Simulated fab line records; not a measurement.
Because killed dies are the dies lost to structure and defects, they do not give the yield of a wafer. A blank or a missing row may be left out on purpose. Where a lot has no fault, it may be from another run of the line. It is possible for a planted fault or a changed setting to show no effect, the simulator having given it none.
fab line records + flow sky130 + part 1 of 2: steps 1 to 42 of 43
[record]
- lots = 6
- wafers = 18
- last-day = 49
route steps=708 shown VIA3@589 METAL4@598 CAP2M@603 PAD_OPEN@708
lots that met no fault: from a run of the same line without faults
start-h: start of the lot's first displayed wafer, in hours after the record's first day + wait-h: hours elapsed since this lot's preceding step + " as in the row above + L1.1+2: one row covering several wafers at once + - no value present, or no start provided + * or withheld: withheld + < > ~ a bound
route shown NAME@n: a module of which the file shows steps, and the number in the route of the first + usual: the fault-free wafers' mean and standard deviation + same: alike in all rows + chamber/n: place in a boat + sites: readings site by site + _std_site: the values' standard deviation + _edge_site: the outer-site mean with the inner-site mean subtracted + radius-mm: for every site, how far away it sits from the centre of the wafer + mask NAME#n: copy n + behind: the last tool/chamber to shape the wafer + hold: cause of the lot's hold/its duration in hours/its outcome + device: whichever transistor did not switch (one of n, p or np) + end of line: the route-end tests of the same wafers + for a step that has no rows: nothing shown but its recipe + killed: dies lost to structure and defects at the first sort, not the wafer's yield + map: shows each die of a wafer: x if killed, . if not, _ if none is there
set.NAME: the run value of the setting; set.NAME@STEP: its run value at that earlier step + model.NAME: the simulator's own value behind a step, which no gauge read
lots seen at some steps along the route; tables by step, rows by wafer
services: when a tool's chamber went out of use (start-h, in hours from the record's first day, below 0 if earlier), for how many hours, and the reason
[[steps]]
[step SKY_VIA3_STRIP_16]
[recipe]
- chemistry = O2/N2
- power-w = 1400
- pressure-mtorr = 1500
- platen-temp-c = withheld
- o2-flow-sccm = 3000
- n2-flow-sccm = 300
- overash-fraction = 0.5
[step SKY_VIA3_STRIP_17]
[recipe]
- chemistry = post-etch-residue-remover
- time-s = 1200
- temp-c = 72.5
[step SKY_VIA3_CLEAN_18]
[recipe]
- chemistry = IPA
- time-s = 180
- temp-c = 25
[step SKY_VIA3_CLEAN_19]
[recipe]
- chemistry = O3/DIW
- dry = n2-spin
[step SKY_VIA3_SPUTTER_20]
[recipe]
- material = TiN
- target-thk-nm = 20
- chamber-pressure-pa = 5
- power-w = 4000
- time-s = 80
[step SKY_VIA3_CVD_21]
[recipe]
- material = W
- target-thk-nm = 390
- time-s = 117.31
- temp-c = 400
- pressure-torr = 40
[usual]
- chamber-pressure-Torr = 40.02/0.093
- heater-power-w = 862/61
| lot.wafer | tool     | chamber | start-h | wait-h | chamber-pressure-Torr | heater-power-w |
|-----------|----------|---------|---------|--------|-----------------------|----------------|
| L637.2    | cvd-w-02 | 1       | 966.81  | 0.1    | 40.07                 | 942            |
| L637.4    | "        | 1       | "       | "      | 40.12                 | 916            |
| L637.6    | "        | 1       | "       | "      | 39.99                 | 910            |
| L639.1    | cvd-w-02 | 0       | 974.62  | 0.0    | 40.02                 | 736            |
| L639.2    | "        | 1       | "       | "      | 39.92                 | 911            |
| L639.4    | "        | 1       | "       | "      | 39.95                 | 922            |
| L644.4    | cvd-w-01 | 0       | 1002.82 | 0.1    | 39.99                 | 835            |
| L644.5    | "        | 0       | "       | "      | 40.01                 | 834            |
| L644.6    | "        | 1       | "       | "      | 40.15                 | 904            |
| L645.2    | cvd-w-01 | 1       | 1009.91 | 0.0    | 40.14                 | 886            |
| L645.3    | "        | 0       | "       | "      | 40.05                 | 854            |
| L645.4    | "        | 1       | "       | "      | 40.03                 | 902            |
| L646.1    | cvd-w-02 | 0       | 1022.75 | 0.0    | 40.19                 | 768            |
| L646.2    | "        | 0       | "       | "      | 40.01                 | 764            |
| L646.6    | "        | 0       | "       | "      | 39.97                 | 773            |
| L648.1    | cvd-w-01 | 1       | 1037.19 | 0.0    | 39.97                 | 907            |
| L648.2    | "        | 1       | "       | "      | 40.16                 | 906            |
| L648.4    | "        | 1       | "       | "      | 40.22                 | 930            |
[step SKY_VIA3_RS_MEAS_22]
[recipe]
- thk-meas-gauge = four-point-probe
- reads = W_of_VIA3_CVD_21+TiN_of_VIA3_SPUTTER_20
[usual]
- VIA3_W_RS = 0.296/0.0032
| lot.wafer | tool          | chamber | start-h | wait-h | VIA3_W_RS[ohm/sq] |
|-----------|---------------|---------|---------|--------|-------------------|
| L637.2    | film-metro-02 | -       | 967.04  | 0.2    | 0.298             |
| L637.4    | "             | -       | "       | "      | 0.293             |
| L637.6    | "             | -       | "       | "      | 0.298             |
| L639.1    | film-metro-01 | -       | 974.75  | 0.1    | 0.296             |
| L639.2    | "             | -       | "       | "      | 0.293             |
| L639.4    | "             | -       | "       | "      | 0.295             |
| L644.4    | film-metro-01 | -       | 1002.96 | 0.1    | 0.295             |
| L644.5    | "             | -       | "       | "      | 0.296             |
| L644.6    | "             | -       | "       | "      | 0.297             |
| L645.2    | film-metro-02 | -       | 1010.05 | 0.1    | 0.300             |
| L645.3    | "             | -       | "       | "      | 0.296             |
| L645.4    | "             | -       | "       | "      | 0.298             |
| L646.1    | film-metro-03 | -       | 1023.00 | 0.2    | 0.297             |
| L646.2    | "             | -       | "       | "      | 0.295             |
| L646.6    | "             | -       | "       | "      | 0.296             |
| L648.1    | film-metro-01 | -       | 1037.44 | 0.2    | 0.304             |
| L648.2    | "             | -       | "       | "      | 0.300             |
| L648.4    | "             | -       | "       | "      | 0.304             |
[step SKY_VIA3_THK_MEAS_23]
[recipe]
- thk-meas-gauge = xrf
- reads = W_of_VIA3_CVD_21
[usual]
- VIA3_W_THK = 412/5.5
| lot.wafer | tool          | chamber | start-h | wait-h | VIA3_W_THK[nm] |
|-----------|---------------|---------|---------|--------|----------------|
| L637.2    | film-metro-02 | -       | 967.15  | 0.1    | 411            |
| L637.4    | "             | -       | "       | "      | 417            |
| L637.6    | "             | -       | "       | "      | 408            |
| L639.1    | film-metro-01 | -       | 974.87  | 0.1    | 406            |
| L639.2    | "             | -       | "       | "      | 417            |
| L639.4    | "             | -       | "       | "      | 410            |
| L644.4    | film-metro-01 | -       | 1003.05 | 0.1    | 410            |
| L644.5    | "             | -       | "       | "      | 407            |
| L644.6    | "             | -       | "       | "      | 406            |
| L645.2    | film-metro-02 | -       | 1010.16 | 0.1    | 404            |
| L645.3    | "             | -       | "       | "      | 408            |
| L645.4    | "             | -       | "       | "      | 407            |
| L646.1    | film-metro-03 | -       | 1023.12 | 0.1    | 413            |
| L646.2    | "             | -       | "       | "      | 417            |
| L646.6    | "             | -       | "       | "      | 416            |
| L648.1    | film-metro-01 | -       | 1037.56 | 0.1    | 403            |
| L648.2    | "             | -       | "       | "      | 409            |
| L648.4    | "             | -       | "       | "      | 403            |
[step SKY_VIA3_CMP_24]
[recipe]
- stop-on = SiO2
- t-overpolish-s = 20
- down-force-psi = 3.5
- platen-rpm = 60
- target-thk-nm = 0
- pad-velocity-m-s = 0.94248
[usual]
- edge-zone-pressure-frac = 1.000/0.0051
- motor-current-A = 11.0/1.2
- overpolish-run-s = 20.001/0.0092
- time-to-endpoint-s = 95/3.7
| lot.wafer | tool   | chamber | start-h | wait-h | edge-zone-pressure-frac | motor-current-A | overpolish-run-s | time-to-endpoint-s |
|-----------|--------|---------|---------|--------|-------------------------|-----------------|------------------|--------------------|
| L637.2    | cmp-01 | 2       | 967.25  | 0.1    | 1.003                   | 11.8            | 19.987           | 87                 |
| L637.4    | "      | 0       | "       | "      | 0.997                   | 10.1            | 20.001           | 92                 |
| L637.6    | "      | 2       | "       | "      | 1.010                   | 12.9            | 19.995           | 87                 |
| L639.1    | cmp-01 | 0       | 974.93  | 0.1    | 0.996                   | 9.8             | 20.017           | 96                 |
| L639.2    | "      | 2       | "       | "      | 1.014                   | 12.1            | 20.000           | 90                 |
| L639.4    | "      | 3       | "       | "      | 1.000                   | 10.4            | 20.008           | 92                 |
| L644.4    | cmp-01 | 3       | 1003.18 | 0.1    | 1.000                   | 10.2            | 20.012           | 95                 |
| L644.6    | "      | 1       | "       | "      | 0.996                   | 10.8            | 19.992           | 91                 |
| L644.5    | "      | 2       | "       | "      | 0.993                   | 12.3            | 20.012           | 90                 |
| L645.2    | cmp-02 | 3       | 1010.21 | 0.0    | 0.997                   | 11.9            | 20.002           | 95                 |
| L645.4    | "      | 1       | "       | "      | 0.994                   | 12.3            | 20.006           | 90                 |
| L645.3    | "      | 2       | "       | "      | 1.001                   | 12.5            | 20.006           | 97                 |
| L646.2    | cmp-02 | 3       | 1023.28 | 0.1    | 0.999                   | 12.0            | 20.009           | 96                 |
| L646.1    | "      | 0       | "       | "      | 0.995                   | 9.7             | 20.002           | 95                 |
| L646.6    | "      | 1       | "       | "      | 0.996                   | 12.9            | 20.005           | 98                 |
| L648.4    | cmp-01 | 2       | 1037.62 | 0.0    | 1.002                   | 11.8            | 19.999           | 95                 |
| L648.1    | "      | 3       | "       | "      | 1.000                   | 10.2            | 19.999           | 93                 |
| L648.2    | "      | 1       | "       | "      | 1.002                   | 9.8             | 19.992           | 93                 |
[step SKY_METAL4_SPUTTER_00]
[recipe]
- material = Ti
- target-thk-nm = 15
- power-w = 3000
- time-s = 10
- chamber-pressure-pa = 0.4
[usual]
- throttle-valve-pct = 29.8/1.6
| lot.wafer | tool           | chamber | start-h | wait-h | throttle-valve-pct |
|-----------|----------------|---------|---------|--------|--------------------|
| L637.2    | pvd-sputter-04 | -       | 967.50  | 0.2    | 28.6               |
| L637.4    | "              | -       | "       | "      | 30.7               |
| L637.6    | "              | -       | "       | "      | 31.4               |
| L639.1    | pvd-sputter-02 | -       | 975.23  | 0.2    | 29.1               |
| L639.2    | "              | -       | "       | "      | 28.8               |
| L639.4    | "              | -       | "       | "      | 33.0               |
| L644.4    | pvd-sputter-03 | -       | 1003.38 | 0.1    | 28.3               |
| L644.5    | "              | -       | "       | "      | 29.4               |
| L644.6    | "              | -       | "       | "      | 28.3               |
| L645.2    | pvd-sputter-04 | -       | 1010.51 | 0.2    | 31.4               |
| L645.3    | "              | -       | "       | "      | 28.9               |
| L645.4    | "              | -       | "       | "      | 30.5               |
| L646.1    | pvd-sputter-03 | -       | 1023.48 | 0.1    | 31.7               |
| L646.2    | "              | -       | "       | "      | 29.4               |
| L646.6    | "              | -       | "       | "      | 28.4               |
| L648.1    | pvd-sputter-03 | -       | 1037.92 | 0.2    | 29.1               |
| L648.2    | "              | -       | "       | "      | 31.8               |
| L648.4    | "              | -       | "       | "      | 29.5               |
[step SKY_METAL4_SPUTTER_01]
[recipe]
- material = TiN
- target-thk-nm = 20
- power-w = 6500
- time-s = 16.7
- chamber-pressure-pa = 0.4
[step SKY_METAL4_SPUTTER_02]
[recipe]
- material = AlCu
- target-thk-nm = 735
- power-w = 10600
- time-s = 39.1
- chamber-pressure-pa = 0.4
[step SKY_METAL4_SPUTTER_03]
[recipe]
- material = Ti
- target-thk-nm = 5
- power-w = 3000
- time-s = 3.3
- chamber-pressure-pa = 0.4
[usual]
- throttle-valve-pct = 29.8/1.6
| lot.wafer | tool           | chamber | start-h | wait-h | throttle-valve-pct |
|-----------|----------------|---------|---------|--------|--------------------|
| L637.2    | pvd-sputter-04 | -       | 967.58  | 0.0    | 28.4               |
| L637.4    | "              | -       | "       | "      | 30.6               |
| L637.6    | "              | -       | "       | "      | 31.2               |
| L639.1    | pvd-sputter-02 | -       | 975.31  | 0.0    | 29.2               |
| L639.2    | "              | -       | "       | "      | 28.8               |
| L639.4    | "              | -       | "       | "      | 32.7               |
| L644.4    | pvd-sputter-03 | -       | 1003.47 | 0.0    | 28.4               |
| L644.5    | "              | -       | "       | "      | 29.6               |
| L644.6    | "              | -       | "       | "      | 28.4               |
| L645.2    | pvd-sputter-04 | -       | 1010.60 | 0.0    | 31.6               |
| L645.3    | "              | -       | "       | "      | 28.6               |
| L645.4    | "              | -       | "       | "      | 30.7               |
| L646.1    | pvd-sputter-03 | -       | 1023.56 | 0.0    | 31.6               |
| L646.2    | "              | -       | "       | "      | 29.4               |
| L646.6    | "              | -       | "       | "      | 28.2               |
| L648.1    | pvd-sputter-03 | -       | 1038.00 | 0.0    | 29.5               |
| L648.2    | "              | -       | "       | "      | 31.7               |
| L648.4    | "              | -       | "       | "      | 29.4               |
[step SKY_METAL4_SPUTTER_04]
[recipe]
- material = TiN
- target-thk-nm = 70
- power-w = 6500
- time-s = 58.3
- chamber-pressure-pa = 0.4
[step SKY_CAP2M_CVD_00]
[recipe]
- material = SiO2
- target-thk-nm = 15.5
- temp-c = 400
- time-s = withheld
- rf-w = 450
[usual]
- heater-power-w = 701/110
| lot.wafer | tool     | chamber | start-h | wait-h | heater-power-w |
|-----------|----------|---------|---------|--------|----------------|
| L637.2    | pecvd-04 | 1       | 967.65  | 0.0    | 729            |
| L637.4    | "        | 1       | "       | "      | 763            |
| L637.6    | "        | 0       | "       | "      | 858            |
| L639.1    | pecvd-03 | 1       | 975.38  | 0.0    | 615            |
| L639.2    | "        | 2       | "       | "      | 528            |
| L639.4    | "        | 2       | "       | "      | 524            |
| L644.4    | pecvd-04 | 1       | 1003.55 | 0.0    | 669            |
| L644.5    | "        | 0       | "       | "      | 826            |
| L644.6    | "        | 2       | "       | "      | 699            |
| L645.2    | pecvd-03 | 1       | 1010.67 | 0.0    | 652            |
| L645.3    | "        | 0       | "       | "      | 651            |
| L645.4    | "        | 0       | "       | "      | 643            |
| L646.1    | pecvd-04 | 1       | 1023.63 | 0.0    | 737            |
| L646.2    | "        | 2       | "       | "      | 577            |
| L646.6    | "        | 2       | "       | "      | 587            |
| L648.1    | pecvd-04 | 1       | 1038.07 | 0.0    | 668            |
| L648.2    | "        | 2       | "       | "      | 696            |
| L648.4    | "        | 1       | "       | "      | 666            |
[step SKY_CAP2M_THK_MEAS_01]
[recipe]
- reads = SiO2_of_CAP2M_CVD_00
[usual]
- CAP2M_CVD_00_THK = 15.54/0.23
| lot.wafer | tool          | chamber | start-h | wait-h | CAP2M_CVD_00_THK[nm] |
|-----------|---------------|---------|---------|--------|----------------------|
| L637.2    | film-metro-04 | -       | 967.69  | -      | 15.50                |
| L637.4    | "             | -       | "       | "      | 15.83                |
| L637.6    | "             | -       | "       | "      | 15.80                |
| L639.1    | film-metro-01 | -       | 975.40  | -      | 15.26                |
| L639.2    | "             | -       | "       | "      | 15.30                |
| L639.4    | "             | -       | "       | "      | 15.56                |
| L644.4    | film-metro-03 | -       | 1003.59 | -      | 15.66                |
| L644.5    | "             | -       | "       | "      | 15.48                |
| L644.6    | "             | -       | "       | "      | 15.67                |
| L645.2    | film-metro-01 | -       | 1010.70 | -      | 15.49                |
| L645.3    | "             | -       | "       | "      | 15.63                |
| L645.4    | "             | -       | "       | "      | 15.77                |
| L646.1    | film-metro-04 | -       | 1023.65 | -      | 15.55                |
| L646.2    | "             | -       | "       | "      | 15.51                |
| L646.6    | "             | -       | "       | "      | 15.82                |
| L648.1    | film-metro-04 | -       | 1038.09 | -      | 15.79                |
| L648.2    | "             | -       | "       | "      | 15.56                |
| L648.4    | "             | -       | "       | "      | 15.92                |
[step SKY_CAP2M_SPUTTER_02]
[recipe]
- material = TiN
- target-thk-nm = 200
- temp-c = 300
- power-w = 6500
- time-s = 166.7
- chamber-pressure-pa = 0.4
[step SKY_CAP2M_RS_MEAS_03]
[recipe]
- thk-meas-gauge = four-point-probe
- reads = TiN_of_CAP2M_SPUTTER_02
[usual]
- CAP2M_TIN_RS = 6.91/0.077
| lot.wafer | tool          | chamber | start-h | wait-h | CAP2M_TIN_RS[ohm/sq] |
|-----------|---------------|---------|---------|--------|----------------------|
| L637.2    | film-metro-03 | -       | 967.87  | 0.1    | 6.86                 |
| L637.4    | "             | -       | "       | "      | 6.86                 |
| L637.6    | "             | -       | "       | "      | 6.83                 |
| L639.1    | film-metro-04 | -       | 975.57  | 0.1    | 6.82                 |
| L639.2    | "             | -       | "       | "      | 6.85                 |
| L639.4    | "             | -       | "       | "      | 6.86                 |
| L644.4    | film-metro-01 | -       | 1003.79 | 0.1    | 6.88                 |
| L644.5    | "             | -       | "       | "      | 6.85                 |
| L644.6    | "             | -       | "       | "      | 6.85                 |
| L645.2    | film-metro-03 | -       | 1010.88 | 0.1    | 6.92                 |
| L645.3    | "             | -       | "       | "      | 6.94                 |
| L645.4    | "             | -       | "       | "      | 7.02                 |
| L646.1    | film-metro-03 | -       | 1023.82 | 0.1    | 6.82                 |
| L646.2    | "             | -       | "       | "      | 6.83                 |
| L646.6    | "             | -       | "       | "      | 6.85                 |
| L648.1    | film-metro-01 | -       | 1038.26 | 0.1    | 6.84                 |
| L648.2    | "             | -       | "       | "      | 6.93                 |
| L648.4    | "             | -       | "       | "      | 6.84                 |
[step SKY_CAP2M_THK_MEAS_04]
[recipe]
- thk-meas-gauge = xrf
- reads = TiN_of_CAP2M_SPUTTER_02
[usual]
- CAP2M_TIN_THK = 201.8/2.2
| lot.wafer | tool          | chamber | start-h | wait-h | CAP2M_TIN_THK[nm] |
|-----------|---------------|---------|---------|--------|-------------------|
| L637.2    | film-metro-03 | -       | 967.98  | 0.1    | 203.3             |
| L637.4    | "             | -       | "       | "      | 203.9             |
| L637.6    | "             | -       | "       | "      | 204.9             |
| L639.1    | film-metro-04 | -       | 975.69  | 0.1    | 204.1             |
| L639.2    | "             | -       | "       | "      | 202.1             |
| L639.4    | "             | -       | "       | "      | 203.0             |
| L644.4    | film-metro-01 | -       | 1003.88 | 0.1    | 204.2             |
| L644.5    | "             | -       | "       | "      | 205.2             |
| L644.6    | "             | -       | "       | "      | 204.6             |
| L645.2    | film-metro-03 | -       | 1010.99 | 0.1    | 201.1             |
| L645.3    | "             | -       | "       | "      | 199.8             |
| L645.4    | "             | -       | "       | "      | 197.4             |
| L646.1    | film-metro-03 | -       | 1023.94 | 0.1    | 203.3             |
| L646.2    | "             | -       | "       | "      | 203.6             |
| L646.6    | "             | -       | "       | "      | 203.6             |
| L648.1    | film-metro-01 | -       | 1038.38 | 0.1    | 203.7             |
| L648.2    | "             | -       | "       | "      | 201.0             |
| L648.4    | "             | -       | "       | "      | 203.9             |
[step SKY_CAP2M_DEHYDRATE_05]
[recipe]
- temp-c = 200
- time-s = 60
[step SKY_CAP2M_HMDS_06]
[recipe]
- prime-time-s = 60
- prime-temp-c = 120
[step SKY_CAP2M_COAT_07]
[recipe]
- resist = NOVOLAK
- spin-rpm = 3000
- resist-thk-nm = 1140
[step SKY_CAP2M_SOFTBAKE_08]
[recipe]
- temp-c = 90
- time-s = 60
- resist = NOVOLAK
[step SKY_CAP2M_EXPOSE_09]
[recipe]
- mask-id = CAP2M
- na = 0.6
- source-shape = conventional
- sigma-outer = 0.6
- polarization = unpolarized
- target-cd-nm = 1000
- dose-mj = 159
[step SKY_CAP2M_PEB_10]
[recipe]
- temp-c = withheld
- time-s = *
- resist = NOVOLAK
[step SKY_CAP2M_DEVELOP_11]
[recipe]
- resist = NOVOLAK
- developer = TMAH
- develop-time-s = 60
- dev-temp-c = 23
[step SKY_CAP2M_OVL_MEAS_12]
[usual]
- CAP2M_OVL = -0.3/1.4
| lot.wafer | tool       | chamber | start-h | wait-h | CAP2M_OVL[nm] |
|-----------|------------|---------|---------|--------|---------------|
| L637.2    | overlay-02 | -       | 991.58  | 0.1    | 1.1           |
| L637.4    | "          | -       | "       | "      | 0.9           |
| L637.6    | "          | -       | "       | "      | 1.9           |
| L639.1    | overlay-02 | -       | 998.81  | 0.1    | -1.3          |
| L639.2    | "          | -       | "       | "      | 0.4           |
| L639.4    | "          | -       | "       | "      | 2.1           |
| L644.4    | overlay-01 | -       | 1027.12 | 0.1    | 2.0           |
| L644.5    | "          | -       | "       | "      | 1.0           |
| L644.6    | "          | -       | "       | "      | 0.1           |
| L645.2    | overlay-01 | -       | 1034.95 | 0.1    | 1.6           |
| L645.3    | "          | -       | "       | "      | 2.0           |
| L645.4    | "          | -       | "       | "      | 0.8           |
| L646.1    | overlay-02 | -       | 1047.01 | 0.1    | 0.8           |
| L646.2    | "          | -       | "       | "      | 0.6           |
| L646.6    | "          | -       | "       | "      | -0.3          |
| L648.1    | overlay-02 | -       | 1060.79 | 0.1    | -0.3          |
| L648.2    | "          | -       | "       | "      | -1.2          |
| L648.4    | "          | -       | "       | "      | 0.1           |
[step SKY_CAP2M_METAL_ETCH_13]
[recipe]
- target-depth-nm = 220
- stop-on = SiO2
- chemistry = Cl2/BCl3
- target = TiN
- pressure-mtorr = 10
- icp-w = 900
- bias-w = 48.5
- Cl2_flow_sccm = 60
- bcl3-flow-sccm = 30
- time-s = 62.9
[usual]
- chamber-pressure-mTorr = 10.000/0.009
- drypump-motor-current-A = 5.94/0.18
- mfc-cl2-sccm = 59.99/0.17
- oes-product-au = 0.941/0.0081
- throttle-valve-pct = 21.903/0.0096
| lot.wafer | tool         | chamber | start-h | wait-h | chamber-pressure-mTorr | drypump-motor-current-A | mfc-cl2-sccm | oes-product-au | rf-hours-counter-h | throttle-valve-pct |
|-----------|--------------|---------|---------|--------|------------------------|-------------------------|--------------|----------------|--------------------|--------------------|
| L637.2    | rie-metal-01 | 1       | 991.61  | 0.0    | 9.997                  | 6.04                    | 60.12        | 0.952          | 2                  | 21.892             |
| L637.4    | "            | 0       | "       | "      | 9.999                  | 5.77                    | 60.14        | 0.940          | -                  | 21.918             |
| L637.6    | "            | 0       | "       | "      | 9.998                  | 5.78                    | 60.14        | 0.944          | -                  | 21.896             |
| L639.1    | rie-metal-03 | 1       | 998.84  | 0.0    | 9.983                  | 5.61                    | 60.08        | 0.954          | 17                 | 21.908             |
| L639.2    | "            | 0       | "       | "      | 9.994                  | 6.24                    | 59.89        | 0.937          | 7                  | 21.892             |
| L639.4    | "            | 1       | "       | "      | 9.994                  | 5.63                    | 60.05        | 0.944          | -                  | 21.900             |
| L644.4    | rie-metal-03 | 0       | 1027.17 | 0.0    | 10.004                 | 6.23                    | 59.83        | 0.948          | -                  | 21.889             |
| L644.5    | "            | 1       | "       | "      | 9.996                  | 5.64                    | 59.72        | 0.949          | -                  | 21.896             |
| L644.6    | "            | 0       | "       | "      | 10.015                 | 6.22                    | 59.97        | 0.943          | -                  | 21.911             |
| L645.2    | rie-metal-02 | 1       | 1034.98 | 0.0    | 10.008                 | 6.09                    | 59.66        | 0.938          | 1                  | 21.897             |
| L645.3    | "            | 1       | "       | "      | 10.001                 | 6.12                    | 59.84        | 0.934          | -                  | 21.906             |
| L645.4    | "            | 0       | "       | "      | 10.013                 | 5.91                    | 60.16        | 0.925          | -                  | 21.915             |
| L646.1    | rie-metal-01 | 0       | 1047.04 | 0.0    | 9.980                  | 5.79                    | 60.12        | 0.950          | 19                 | 21.909             |
| L646.2    | "            | 1       | "       | "      | 9.981                  | 6.03                    | 59.99        | 0.954          | 6                  | 21.901             |
| L646.6    | "            | 1       | "       | "      | 10.004                 | 6.04                    | 60.15        | 0.952          | -                  | 21.902             |
| L648.1    | rie-metal-02 | 0       | 1060.83 | 0.0    | 9.987                  | 5.87                    | 60.00        | 0.953          | 14                 | 21.894             |
| L648.2    | "            | 1       | "       | "      | 10.013                 | 6.02                    | 60.20        | 0.931          | 3                  | 21.896             |
| L648.4    | "            | 0       | "       | "      | 10.001                 | 5.83                    | 60.17        | 0.940          | -                  | 21.917             |
[step SKY_CAP2M_STRIP_14]
[recipe]
- chemistry = O2/N2
- power-w = 1400
- pressure-mtorr = 1500
- platen-temp-c = withheld
- o2-flow-sccm = 3000
- n2-flow-sccm = 300
- overash-fraction = 0.5
[step SKY_CAP2M_STRIP_15]
[recipe]
- chemistry = post-etch-residue-remover
- time-s = 1200
- temp-c = 72.5
[step SKY_CAP2M_CLEAN_16]
[recipe]
- chemistry = IPA
- time-s = 180
- temp-c = 25
[step SKY_CAP2M_CLEAN_17]
[recipe]
- chemistry = O3/DIW
- dry = n2-spin
[step SKY_METAL4_DEHYDRATE_05]
[recipe]
- temp-c = 200
- time-s = 60
[step SKY_METAL4_HMDS_06]
[recipe]
- prime-time-s = 60
- prime-temp-c = 120
[step SKY_METAL4_COAT_07]
[recipe]
- resist = BARC
- temp-c = withheld
- time-s = withheld
- spin-rpm = 3000
- resist-thk-nm = 60
[step SKY_METAL4_COAT_08]
[recipe]
- resist = KrF-thick
- spin-rpm = 3000
- resist-thk-nm = 1140
[step SKY_METAL4_SOFTBAKE_09]
[recipe]
- temp-c = 100
- time-s = 90
- resist = KrF-thick
[step SKY_METAL4_EXPOSE_10]
[recipe]
- mask-id = MM4
- na = 0.68
- source-shape = annular
- sigma-inner = 0.4
- sigma-outer = 0.8
- target-cd-nm = 300
- dose-mj = 28
[step SKY_METAL4_PEB_11]
[recipe]
- peb-temp-c = withheld
- peb-time-s = withheld
- resist = KrF-thick
[step SKY_METAL4_DEVELOP_12]
[recipe]
- develop-time-s = 60
- resist = KrF-thick
- dev-temp-c = 21
[step SKY_METAL4_CD_MEAS_13]
[recipe]
- target-cd-nm = 300
[usual]
- cd-nm = 300.1/1.6
| lot.wafer | tool      | chamber | start-h | wait-h | cd-nm |
|-----------|-----------|---------|---------|--------|-------|
| L637.2    | cd-sem-01 | -       | 1015.88 | -      | 301.2 |
| L637.4    | "         | -       | "       | "      | 300.2 |
| L637.6    | "         | -       | "       | "      | 300.3 |
| L639.1    | cd-sem-02 | -       | 1023.26 | -      | 301.0 |
| L639.2    | "         | -       | "       | "      | 300.7 |
| L639.4    | "         | -       | "       | "      | 300.2 |
| L644.4    | cd-sem-02 | -       | 1050.32 | -      | 299.4 |
| L644.5    | "         | -       | "       | "      | 298.1 |
| L644.6    | "         | -       | "       | "      | 299.0 |
| L645.2    | cd-sem-01 | -       | 1058.73 | -      | 302.8 |
| L645.3    | "         | -       | "       | "      | 302.4 |
| L645.4    | "         | -       | "       | "      | 302.1 |
| L646.1    | cd-sem-02 | -       | 1071.37 | -      | 298.4 |
| L646.2    | "         | -       | "       | "      | 297.5 |
| L646.6    | "         | -       | "       | "      | 298.1 |
| L648.1    | cd-sem-02 | -       | 1083.56 | -      | 301.3 |
| L648.2    | "         | -       | "       | "      | 300.5 |
| L648.4    | "         | -       | "       | "      | 301.3 |
[step SKY_METAL4_OVL_MEAS_14]
[usual]
- METAL4_OVL = 3/5.4
| lot.wafer | tool       | chamber | start-h | wait-h | METAL4_OVL[nm] |
|-----------|------------|---------|---------|--------|----------------|
| L637.2    | overlay-02 | -       | 1015.99 | 0.1    | 8              |
| L637.4    | "          | -       | "       | "      | 10             |
| L637.6    | "          | -       | "       | "      | 17             |
| L639.1    | overlay-02 | -       | 1023.38 | 0.1    | 2              |
| L639.2    | "          | -       | "       | "      | 3              |
| L639.4    | "          | -       | "       | "      | 3              |
| L644.4    | overlay-01 | -       | 1050.39 | 0.1    | 0              |
| L644.5    | "          | -       | "       | "      | 14             |
| L644.6    | "          | -       | "       | "      | 6              |
| L645.2    | overlay-01 | -       | 1058.84 | 0.1    | 1              |
| L645.3    | "          | -       | "       | "      | 1              |
| L645.4    | "          | -       | "       | "      | 2              |
| L646.1    | overlay-01 | -       | 1071.49 | 0.1    | -5             |
| L646.2    | "          | -       | "       | "      | -1             |
| L646.6    | "          | -       | "       | "      | 0              |
| L648.1    | overlay-02 | -       | 1083.68 | 0.1    | 12             |
| L648.2    | "          | -       | "       | "      | 5              |
| L648.4    | "          | -       | "       | "      | -3             |
